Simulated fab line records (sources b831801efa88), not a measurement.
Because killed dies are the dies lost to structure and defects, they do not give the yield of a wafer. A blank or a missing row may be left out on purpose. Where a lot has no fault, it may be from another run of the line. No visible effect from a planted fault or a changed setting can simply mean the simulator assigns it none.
fab line records | flow sky130
[record] lots = 5 wafers = 14 last_day = 49
route steps=708 shown METAL4@598 CAP2M@603 PAD_OPEN@708
lots that met no fault: taken from a fault-free run of the same line
start_h: the number of hours between the record's first day and the start of the first shown wafer of the lot | wait_h: hours from the lot's prior step to this one | " repeats the value in the row above | L1.1+2: several wafers, shown together as one row | - value missing, or start not given | * or withheld: withheld | < > ~ a bound
route shown NAME@n: NAME is a module with steps in the file, n the number in the route of the first one | usual: mean/standard deviation taken from wafers without a fault | same: alike in all rows | chamber/n: place in a boat | sites: each site's reading | _std_site: how widely they spread, as a standard deviation | _edge_site: inner sites' mean taken away from outer sites' mean | radius_mm: how far each site lies from the wafer's centre | mask NAME#n: copy n | behind: the last tool/chamber to shape the wafer | hold: reason for holding the lot/hours on hold/outcome of the hold | device: names the non-switching transistor (n, p or np) | end of line: the tests these same wafers got at the end of their route | step lacking rows: just its recipe | killed: dies lost to structure and defects at the first sort, not the wafer's yield | map: the dies of a wafer, with x for killed, . for not killed, _ for no die there
set.NAME: the setting that was run; set.NAME@STEP: the one run at that earlier step | model.NAME: the simulator's own value behind a step, which no gauge read
a table for each step, a row for each wafer; lots at some steps of the route
services: the hour from which a tool's chamber was out of use, counted from the record's first day as start_h (under 0 if before that day), plus the number of hours and why
[[steps]]
[step SKY_METAL4_SPUTTER_00]
[recipe] material = Ti target_thk_nm = 15 power_w = 3000 time_s = 10 chamber_pressure_pa = 0.4
[usual] cathode_dc_power_W = 3000.0/0.62 throttle_valve_pct = 30.2/0.73
// columns lot.wafer tool chamber start_h wait_h cathode_dc_power_W throttle_valve_pct
L453.1 pvd_sputter-03 - 932.19 0.1 3000.1 30.6
L453.2 " - " " 3000.1 29.9
L453.4 " - " " 2999.7 30.6
L454.3 pvd_sputter-03 - 950.65 0.1 2998.8 30.1
L454.4 " - " " 2998.5 30.8
L454.5 " - " " 2999.6 30.7
L466.1 pvd_sputter-03 - 1020.25 0.2 3000.0 30.2
L466.4 " - " " 3000.3 30.1
L470.2 pvd_sputter-02 - 1051.16 0.2 3000.0 30.7
L470.5 " - " " 3000.1 30.2
L470.6 " - " " 3001.2 28.6
L473.2 pvd_sputter-02 - 1061.61 0.2 3000.2 30.1
L473.3 " - " " 3000.3 30.6
L473.4 " - " " 2999.6 29.8
[step SKY_METAL4_SPUTTER_01]
[recipe] material = TiN target_thk_nm = 20 power_w = 6500 time_s = 16.7 chamber_pressure_pa = 0.4
[usual] cathode_dc_power_W = 6500.0/1.1 throttle_valve_pct = 30.2/0.72
// columns lot.wafer tool chamber start_h wait_h cathode_dc_power_W throttle_valve_pct
L453.1 pvd_sputter-03 - 932.21 0.0 6498.7 30.7
L453.2 " - " " 6500.5 30.2
L453.4 " - " " 6500.5 30.3
L454.3 pvd_sputter-03 - 950.67 0.0 6499.1 30.4
L454.4 " - " " 6499.2 30.6
L454.5 " - " " 6501.1 30.5
L466.1 pvd_sputter-03 - 1020.27 0.0 6499.6 29.9
L466.4 " - " " 6500.2 30.5
L470.2 pvd_sputter-02 - 1051.19 0.0 6500.1 30.6
L470.5 " - " " 6499.4 30.1
L470.6 " - " " 6498.8 28.8
L473.2 pvd_sputter-02 - 1061.64 0.0 6498.5 30.1
L473.3 " - " " 6499.6 30.5
L473.4 " - " " 6500.1 29.9
[step SKY_METAL4_SPUTTER_02]
[recipe] material = AlCu target_thk_nm = 735 power_w = 10600 time_s = 39.1 chamber_pressure_pa = 0.4
[usual] cathode_dc_power_W = 10600/2.1 throttle_valve_pct = 30.1/0.72
// columns lot.wafer tool chamber start_h wait_h cathode_dc_power_W throttle_valve_pct
L453.1 pvd_sputter-03 - 932.24 0.0 10600 30.7
L453.2 " - " " 10599 30.0
L453.4 " - " " 10600 30.6
L454.3 pvd_sputter-03 - 950.70 0.0 10600 30.2
L454.4 " - " " 10602 31.0
L454.5 " - " " 10601 30.6
L466.1 pvd_sputter-03 - 1020.30 0.0 10600 30.0
L466.4 " - " " 10602 30.7
L470.2 pvd_sputter-02 - 1051.21 0.0 10597 30.6
L470.5 " - " " 10604 30.0
L470.6 " - " " 10599 28.7
L473.2 pvd_sputter-02 - 1061.66 0.0 10601 30.0
L473.3 " - " " 10598 30.8
L473.4 " - " " 10598 29.9
[step SKY_METAL4_SPUTTER_03]
[recipe] material = Ti target_thk_nm = 5 power_w = 3000 time_s = 3.3 chamber_pressure_pa = 0.4
[step SKY_METAL4_SPUTTER_04]
[recipe] material = TiN target_thk_nm = 70 power_w = 6500 time_s = 58.3 chamber_pressure_pa = 0.4
[step SKY_CAP2M_CVD_00]
[recipe] material = SiO2 target_thk_nm = 15.5 temp_c = 400 time_s = withheld rf_w = 450
[usual] heater_power_w = 762/72
// columns lot.wafer tool chamber start_h wait_h heater_power_w
L453.1 pecvd-03 2 932.34 0.0 817
L453.2 " 1 " " 734
L453.4 " 0 " " 756
L454.3 pecvd-04 1 950.80 0.0 659
L454.4 " 0 " " 768
L454.5 " 2 " " 805
L466.1 pecvd-01 2 1020.40 0.0 715
L466.4 " 1 " " 695
L470.2 pecvd-03 0 1051.32 0.0 715
L470.5 " 1 " " 668
L470.6 " 0 " " 732
L473.2 pecvd-03 2 1061.77 0.0 872
L473.3 " 1 " " 676
L473.4 " 1 " " 684
[step SKY_CAP2M_THK_MEAS_01]
[recipe] reads = SiO2_of_CAP2M_CVD_00
[usual] CAP2M_CVD_00_THK = 15.46/0.25
// columns lot.wafer tool chamber start_h wait_h CAP2M_CVD_00_THK[nm]
L453.1 film_metro-01 - 932.36 - 15.57
L453.2 " - " " 15.59
L453.4 " - " " 15.74
L454.3 film_metro-02 - 950.84 - 15.11
L454.4 " - " " 15.36
L454.5 " - " " 15.55
L466.1 film_metro-03 - 1020.43 - 15.53
L466.4 " - " " 15.62
L470.2 film_metro-03 - 1051.35 - 14.89
L470.5 " - " " 15.32
L470.6 " - " " 15.26
L473.2 film_metro-02 - 1061.80 - 15.37
L473.3 " - " " 15.08
L473.4 " - " " 15.49
[step SKY_CAP2M_SPUTTER_02]
[recipe] material = TiN target_thk_nm = 200 temp_c = 300 power_w = 6500 time_s = 166.7 chamber_pressure_pa = 0.4
[usual] cathode_dc_power_W = 6500.1/1.1 throttle_valve_pct = 30.0/0.74
// columns lot.wafer tool chamber start_h wait_h cathode_dc_power_W throttle_valve_pct
L453.1 pvd_sputter-02 - 932.42 0.1 6501.2 28.5
L453.2 " - " " 6499.3 29.6
L453.4 " - " " 6502.1 30.3
L454.3 pvd_sputter-04 - 950.88 0.0 6498.6 30.8
L454.4 " - " " 6498.7 30.0
L454.5 " - " " 6498.2 30.2
L466.1 pvd_sputter-04 - 1020.49 0.1 6500.6 30.0
L466.4 " - " " 6499.6 29.3
L470.2 pvd_sputter-04 - 1051.40 0.0 6502.0 29.8
L470.5 " - " " 6500.2 29.6
L470.6 " - " " 6501.5 30.9
L473.2 pvd_sputter-03 - 1061.85 0.0 6499.8 31.1
L473.3 " - " " 6501.2 30.7
L473.4 " - " " 6497.7 30.5
[step SKY_CAP2M_RS_MEAS_03]
[recipe] thk_meas_gauge = four-point-probe reads = TiN_of_CAP2M_SPUTTER_02
[usual] CAP2M_TIN_RS = 6.91/0.076
// columns lot.wafer tool chamber start_h wait_h CAP2M_TIN_RS[ohm/sq]
L453.1 film_metro-03 - 932.53 0.1 7.00
L453.2 " - " " 7.09
L453.4 " - " " 7.04
L454.3 film_metro-01 - 951.03 0.1 6.90
L454.4 " - " " 6.91
L454.5 " - " " 6.88
L466.1 film_metro-01 - 1020.59 0.1 6.83
L466.4 " - " " 6.80
L470.2 film_metro-01 - 1051.53 0.1 6.93
L470.5 " - " " 6.90
L470.6 " - " " 6.90
L473.2 film_metro-03 - 1061.98 0.1 6.76
L473.3 " - " " 6.84
L473.4 " - " " 6.81
[step SKY_CAP2M_THK_MEAS_04]
[recipe] thk_meas_gauge = xrf reads = TiN_of_CAP2M_SPUTTER_02
[usual] CAP2M_TIN_THK = 203.5/2.3
// columns lot.wafer tool chamber start_h wait_h CAP2M_TIN_THK[nm]
L453.1 film_metro-03 - 932.65 0.1 201.1
L453.2 " - " " 199.3
L453.4 " - " " 200.0
L454.3 film_metro-01 - 951.13 0.1 205.1
L454.4 " - " " 205.4
L454.5 " - " " 205.2
L466.1 film_metro-01 - 1020.71 0.1 205.3
L466.4 " - " " 205.6
L470.2 film_metro-01 - 1051.64 0.1 202.6
L470.5 " - " " 203.5
L470.6 " - " " 202.7
L473.2 film_metro-03 - 1062.09 0.1 207.6
L473.3 " - " " 205.6
L473.4 " - " " 206.3
[step SKY_CAP2M_DEHYDRATE_05]
[recipe] temp_c = 200 time_s = 60
[step SKY_CAP2M_HMDS_06]
[recipe] prime_time_s = 60 prime_temp_c = 120
[step SKY_CAP2M_COAT_07]
[recipe] resist = NOVOLAK spin_rpm = 3000 resist_thk_nm = 1140
// columns lot.wafer tool chamber start_h wait_h model.NOVOLAK_of_CAP2M_COAT_07.thk_nm
L453.1 litho_track-02 0 945.17 0.1 1136
L453.2 " 0 " " 1138
L453.4 " 0 " " 1139
L454.3 litho_track-01 0 961.94 0.1 1141
L454.4 " 0 " " 1137
L454.5 " 0 " " 1140
L466.1 litho_track-02 0 1031.07 0.1 1117
L466.4 " 0 " " 1119
L470.2 litho_track-04 0 1061.07 0.1 1138
L470.5 " 0 " " 1134
L470.6 " 0 " " 1136
L473.2 litho_track-04 0 1072.87 0.1 1140
L473.3 " 0 " " 1142
L473.4 " 0 " " 1141
[step SKY_CAP2M_SOFTBAKE_08]
[recipe] temp_c = 90 time_s = 60 resist = NOVOLAK
[step SKY_CAP2M_EXPOSE_09]
[recipe] mask_id = CAP2M na = 0.6 source_shape = conventional sigma_outer = 0.6 polarization = unpolarized target_cd_nm = 1000 dose_mj = 159
[step SKY_CAP2M_PEB_10]
[recipe] temp_c = withheld time_s = * resist = NOVOLAK
[step SKY_CAP2M_DEVELOP_11]
[recipe] resist = NOVOLAK developer = TMAH develop_time_s = 60 dev_temp_c = 23
[step SKY_CAP2M_OVL_MEAS_12]
[usual] CAP2M_OVL = 0.6/1.7
// columns lot.wafer tool chamber start_h wait_h CAP2M_OVL[nm]
L453.1 overlay-02 - 956.77 0.1 -0.7
L453.2 " - " " 0.5
L453.4 " - " " -1.5
L454.3 overlay-02 - 975.38 0.1 -1.7
L454.4 " - " " 3.0
L454.5 " - " " 3.3
L466.1 overlay-01 - 1042.04 0.1 0.5
L466.4 " - " " -1.0
L470.2 overlay-01 - 1072.56 0.1 -1.2
L470.5 " - " " -0.9
L470.6 " - " " -1.6
L473.2 overlay-01 - 1082.51 0.1 2.9
L473.3 " - " " 3.0
L473.4 " - " " 2.4
[step SKY_CAP2M_METAL_ETCH_13]
[recipe] target_depth_nm = 220 stop_on = SiO2 chemistry = Cl2/BCl3 target = TiN pressure_mtorr = 10 icp_w = 900 bias_w = 48.5 Cl2_flow_sccm = 60 bcl3_flow_sccm = 30 time_s = 62.9
[usual] drypump_motor_current_A = 5.83/0.28 mfc_cl2_sccm = 60.00/0.21 oes_product_au = 0.942/0.0071 throttle_valve_pct = 21.901/0.01
// columns lot.wafer tool chamber start_h wait_h drypump_motor_current_A mfc_cl2_sccm oes_product_au rf_hours_counter_h throttle_valve_pct model.NOVOLAK_of_CAP2M_COAT_07.thk_nm
L453.1 rie_metal-02 0 956.81 0.0 5.89 60.07 0.937 3 21.887 986
L453.2 " 1 " " 5.98 60.45 0.929 12 21.925 989.4
L453.4 " 0 " " 5.85 59.93 0.934 - 21.908 988.4
L454.3 rie_metal-03 0 975.43 0.0 5.58 60.00 0.942 - 21.897 995
L454.4 " 1 " " 5.59 60.18 0.948 - 21.890 988.9
L454.5 " 0 " " 5.57 60.10 0.947 - 21.894 995.4
L466.1 rie_metal-02 0 1042.08 0.0 5.86 59.81 0.948 8 21.891 967.3
L466.4 " 0 " " 5.86 59.88 0.945 - 21.907 971.1
L470.2 rie_metal-04 1 1072.59 0.0 6.33 60.05 0.940 15 21.912 989.7
L470.5 " 0 " " 5.41 60.26 0.937 - 21.916 987.5
L470.6 " 1 " " 6.37 59.68 0.941 - 21.905 987.6
L473.2 rie_metal-03 1 1082.54 0.0 5.60 60.23 0.957 18 21.904 991.7
L473.3 " 0 " " 5.57 60.08 0.943 - 21.896 992.7
L473.4 " 1 " " 5.61 59.91 0.955 - 21.893 993.3
[step SKY_CAP2M_STRIP_14]
[recipe] chemistry = O2/N2 power_w = 1400 pressure_mtorr = 1500 platen_temp_c = withheld o2_flow_sccm = 3000 n2_flow_sccm = 300 overash_fraction = 0.5
[usual] drypump_motor_current_A = 5.6/0.39 n2_flow_sccm = 299.8/0.85 oes_product_au = 0.710/0.0043 strip_time_to_endpoint_s = 12.65/0.046
// columns lot.wafer tool chamber start_h wait_h drypump_motor_current_A n2_flow_sccm oes_product_au rf_hours_counter_h strip_time_to_endpoint_s
L453.1 plasma_asher-04 0 956.89 0.1 6.2 299.1 0.707 108 12.58
L453.2 " 1 " " 5.7 300.2 0.711 108 12.61
L453.4 " 1 " " 5.7 300.0 0.705 - 12.61
L454.3 plasma_asher-02 0 975.52 0.1 5.6 300.1 0.711 - 12.67
L454.4 " 1 " " 5.1 301.6 0.710 - 12.60
L454.5 " 1 " " 5.1 300.7 0.713 - 12.68
L466.1 plasma_asher-02 0 1042.15 0.1 5.6 299.5 0.709 28 12.36
L466.4 " 0 " " 5.6 300.0 0.711 - 12.40
L470.2 plasma_asher-04 1 1072.66 0.1 5.7 301.3 0.703 1 12.62
L470.5 " 0 " " 6.1 298.1 0.702 - 12.59
L470.6 " 1 " " 5.7 300.8 0.713 - 12.58
L473.2 plasma_asher-03 0 1082.61 0.1 5.4 301.1 0.703 100 12.64
L473.3 " 0 " " 5.5 300.9 0.715 - 12.65
L473.4 " 1 " " 5.0 300.4 0.706 - 12.65
[step SKY_CAP2M_STRIP_15]
[recipe] chemistry = post_etch_residue_remover time_s = 1200 temp_c = 72.5
[step SKY_PAD_OPEN_PROBE_99]
[usual] defect_limited_yield = 82.2/1.9 killed_at_M0_to_M3 = 43/6.5 killed_at_M4_up = 3.5/1.9 killed_at_contacts = 24/5.4 killed_at_front_end = 16/4.8 killed_at_other = 0.4/0.64 killed_dies = 87/9.4 killed_open = 47/7 killed_short = 40/6.3 sort_bin_3_pad_short = 0.9/0.4 sort_bin_5_function = 10.5/1.4 sort_bin_6_memory = 6.3/1.1 sort_n_pass = 405/9.4 sort_yield_pct = 82.2/1.9
[same] gross_dies = 492 killed_at_back_side = 0 sort_bin_4_leakage[%] = 0 sort_bin_8_speed[%] = 0
// columns lot.wafer tool chamber start_h wait_h defect_limited_yield[%] killed_at_M0_to_M3 killed_at_M4_up killed_at_contacts killed_at_front_end killed_at_other killed_dies killed_open killed_short sort_bin_3_pad_short[%] sort_bin_5_function[%] sort_bin_6_memory[%] sort_n_pass sort_yield_pct[%]
L453.1 prober-02 - 1077.90 0.1 81.7 49 4 27 10 0 90 54 36 1.0 10.6 6.7 402 81.7
L453.2 prober-02 - 1077.95 0.1 85.4 45 1 20 6 0 72 45 27 0.4 8.7 5.5 420 85.4
L453.4 prober-02 - 1078.05 0.2 84.1 37 1 28 12 0 78 46 32 1.4 9.3 5.1 414 84.1
L466.1 prober-02 - 1150.66 0.1 79.9 50 3 18 28 0 99 55 44 1.0 12.2 6.9 393 79.9
L466.4 prober-02 - 1150.81 0.2 79.7 43 4 29 22 2 100 49 51 0.8 10.4 9.1 392 79.7
// killed by level:class
L453.1 CONTACT:geometric_particle:open=14 LI_CONTACT:geometric_particle:open=8 VIA1:geometric_particle:open=8 VIA2:geometric_particle:open=8 VIA3:geometric_particle:open=8 VIA1:geometric_particle:short=7 METAL3:geometric_particle:short=5 FIELD_ISO:geometric_particle:open=4
L453.2 VIA1:geometric_particle:open=12 CONTACT:geometric_particle:open=9 VIA1:geometric_particle:short=7 VIA3:geometric_particle:open=7 METAL2:geometric_particle:short=6 LI_CONTACT:geometric_particle:open=5 METAL1:geometric_particle:short=4 VIA2:geometric_particle:open=4
L453.4 CONTACT:geometric_particle:open=13 VIA1:geometric_particle:open=10 LI_CONTACT:geometric_particle:open=7 METAL3:geometric_particle:short=5 VIA3:geometric_particle:open=5 CONTACT:geometric_particle:short=4 VIA2:geometric_particle:open=4 FIELD_ISO:geometric_particle:short=3
L466.1 VIA1:geometric_particle:open=12 FIELD_ISO:geometric_particle:short=11 LI_CONTACT:geometric_particle:open=7 VIA1:geometric_particle:short=7 VIA2:geometric_particle:open=7 METAL1:geometric_particle:short=6 VIA3:geometric_particle:open=6 FIELD_ISO:geometric_particle:open=5
L466.4 VIA1:geometric_particle:open=14 LI_CONTACT:geometric_particle:open=7 CONTACT:geometric_particle:open=7 METAL1:geometric_particle:short=7 POLY_GATE:geometric_particle:short=6 FIELD_ISO:geometric_particle:open=5 CONTACT:geometric_particle:short=5 LOCAL_INTERCONNECT:geometric_particle:short=5
[[services]]
// columns tool chamber start_h hours kind
pecvd-03 2 913.41 13.2 repair
plasma_asher-04 - 915.87 2.8 pm
plasma_asher-03 - 924.04 1.0 repair
rie_metal-03 1 933.70 7.2 repair
pvd_sputter-04 - 933.97 2.4 repair
rie_metal-03 - 937.68 2.8 pm
pvd_sputter-03 - 943.03 1.7 repair
pecvd-03 0 944.35 4.4 repair
plasma_asher-02 - 958.20 0.5 repair
rie_metal-02 1 969.27 1.8 repair
rie_metal-03 1 980.39 20.4 repair
pvd_sputter-02 - 982.11 11.9 repair
pvd_sputter-03 - 994.44 5.8 repair
pvd_sputter-03 - 995.29 14.7 repair
plasma_asher-02 - 996.90 28.1 pm
rie_metal-04 - 1003.65 1.4 pm
pvd_sputter-04 - 1005.31 0.9 repair
pecvd-04 1 1010.24 3.5 repair
plasma_asher-04 - 1039.34 0.6 repair
plasma_asher-04 - 1045.70 1.9 repair
plasma_asher-03 - 1049.81 0.6 repair
plasma_asher-04 - 1055.25 9.0 pm
rie_metal-03 - 1081.76 0.7 repair
plasma_asher-02 - 1082.03 0.9 repair
[[key]]
[first_sign] step = SKY_CAP2M_STRIP_14 reading = strip_time_to_endpoint_s direction = down sigmas = 5.9 usual = * struck = *
effect none on later readings
[model_effect] step = SKY_CAP2M_COAT_07 value = NOVOLAK_of_CAP2M_COAT_07.thk_nm without = 1146 struck = 1118
[model_effect] step = SKY_CAP2M_METAL_ETCH_13 value = NOVOLAK_of_CAP2M_COAT_07.thk_nm without = 997.2 struck = 969.2
met_at SKY_CAP2M_COAT_07
struck_wafers L466.1,L466.4
onset_between 945.17 1031.07
also_fits SKY_METAL4_SPUTTER_00:pvd_sputter-03,SKY_METAL4_SPUTTER_01:pvd_sputter-03,SKY_METAL4_SPUTTER_02:pvd_sputter-03,SKY_CAP2M_CVD_00:pecvd-01
[fault] kind = process_parameter_drift tool = litho_track-02 chamber = - onset_h = 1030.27 steps = SKY_CAP2M_COAT_07 channel = resist_thk_nm offset = -27.827 shape = step end_h = 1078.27 scope = struck_wafers_only acts_in = these_recipes_only stated = 1140
